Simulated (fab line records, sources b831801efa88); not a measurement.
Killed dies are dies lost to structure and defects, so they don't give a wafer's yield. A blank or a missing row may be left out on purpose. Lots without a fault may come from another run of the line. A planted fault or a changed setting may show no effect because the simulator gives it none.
A struck lot beside a sound one | flow sky130 | 15 steps out of a route of 708
Sound: wafers L255.1, L255.5, L255.6. Struck: wafers L267.1, L267.4, L267.6. The cause comes at the end.
At each step with rows: each side's tool, then ch and its chambers, then its first start. Under that, the readings that differ: sound wafers | struck wafers | difference of the means | sigmas: that difference in standard deviations of wafers without a fault.
alike: readings whose means differ by less than 2 such deviations, and words and numbers that are the same on both sides. not compared: withheld readings, readings that some wafer has no value for, bounds like >300 that may hide the same value, and numbers for which the record gives no deviation and whose values overlap.
The two part at a step that has a row with sigmas, a row that says differs or no value, or rows on one side only. Numbers that don't overlap but have no deviation are shown without sigmas and don't part them. A reading that every wafer of one side lacks parts them only if that side has two wafers or more.

first, 5 steps without rows for these wafers: SKY_GATE_OXIDE_COAT_05 (resist thk 1140 nm); SKY_GATE_OXIDE_SOFTBAKE_06 (time 60 s); SKY_GATE_OXIDE_EXPOSE_07 (exposes mask LVOM, target cd 600 nm); SKY_GATE_OXIDE_PEB_08; SKY_GATE_OXIDE_DEVELOP_09 (develop time 60 s).
SKY_GATE_OXIDE_OVL_MEAS_10:
  sound on overlay-01, day 13 05:55; struck on overlay-02, day 18 03:22
  reading             | sound          | struck       | difference | sigmas
  GATE_OXIDE_OVL (nm) | -3.0 -1.3 -3.0 | 1.3 1.6 -1.3 | +3.0       | +2
then, 2 steps without rows for these wafers: SKY_GATE_OXIDE_IMPLANT_11; SKY_GATE_OXIDE_WET_ETCH_12 (etches SiO2 in dHF, target depth 16.8 nm, time 336 s).
SKY_GATE_OXIDE_STRIP_13: strips in O2/N2.
  sound on plasma_asher-02 ch 0,1, day 13 06:13; struck on plasma_asher-01 ch 0,1, day 18 03:39
  alike: drypump_motor_current_A, n2_flow_sccm, oes_product_au, strip_time_to_endpoint_s
  not compared: rf_hours_counter_h
SKY_GATE_OXIDE_TW_MEAS_14:
  sound on film_metro-04, day 13 06:19; struck on film_metro-01, day 18 03:45
  reading       | sound             | struck            | difference | sigmas
  GATE_OXIDE_TW | 224.0 223.0 223.8 | 226.4 225.6 226.2 | +2.5       | +2
then, 2 steps without rows for these wafers: SKY_GATE_OXIDE_CLEAN_15 (cleans in SC1/SC2, time 150 s); SKY_GATE_OXIDE_OXIDATION_16 (stabilise 600 s, purge 300 s, target thk 3.57 nm).
-- the record jumps here: 5 days lie between the struck wafers' starts before and after (it left off in module GATE_OXIDE and takes up again in module POLY_GATE, whose first step shown is number 204 of the route) --
SKY_POLY_GATE_CVD_00: deposits poly-Si, target thk 180 nm, time 720 s.
  sound on lpcvd-01 ch 0, day 13 07:57; struck on lpcvd-01 ch 1, day 23 06:22
  alike: pressure_mtorr
SKY_POLY_GATE_THK_MEAS_01:
  sound on film_metro-02, day 13 09:09; struck on film_metro-03, day 23 08:10
  alike: POLY_GATE_CVD_00_THK
-- the record jumps here: 30 days lie between the struck wafers' starts before and after (it left off in module POLY_GATE and takes up again in module PAD_OPEN, whose first step shown is number 708 of the route) --
SKY_PAD_OPEN_PROBE_99:
  sound on prober-01, day 45 10:05; struck on prober-02, day 53 17:41
  reading                                   | sound            | struck            | difference | sigmas
  model.etest.cap_thick_oxide.gate_bv_v (V) | 15.8 15.49 15.61 | 14.75 14.95 15.13 | -0.69      |
  model.etest.cap_ono.gate_bv_v (V)         | 15.6 15.88 15.88 | 14.87 14.86 15.22 | -0.80      |
  model.etest.cap_thin_oxide.gate_bv_v (V)  | 6.919 7.005 6.9  | 6.795 6.798 6.738 | -0.164     |
  alike: killed_at_M0_to_M3, killed_at_M4_up, killed_at_contacts, killed_at_front_end, killed_at_other, killed_dies, killed_on_rim, killed_open, killed_short
  not compared: model.etest.sonos_baked.vt_v

WHERE THEY PART
First at SKY_GATE_OXIDE_OVL_MEAS_10; last, within this record, at SKY_GATE_OXIDE_TW_MEAS_14. Later steps at which nothing parts them and some readings are alike: SKY_POLY_GATE_CVD_00, SKY_POLY_GATE_THK_MEAS_01, SKY_PAD_OPEN_PROBE_99.

WHY: what the simulator had put in
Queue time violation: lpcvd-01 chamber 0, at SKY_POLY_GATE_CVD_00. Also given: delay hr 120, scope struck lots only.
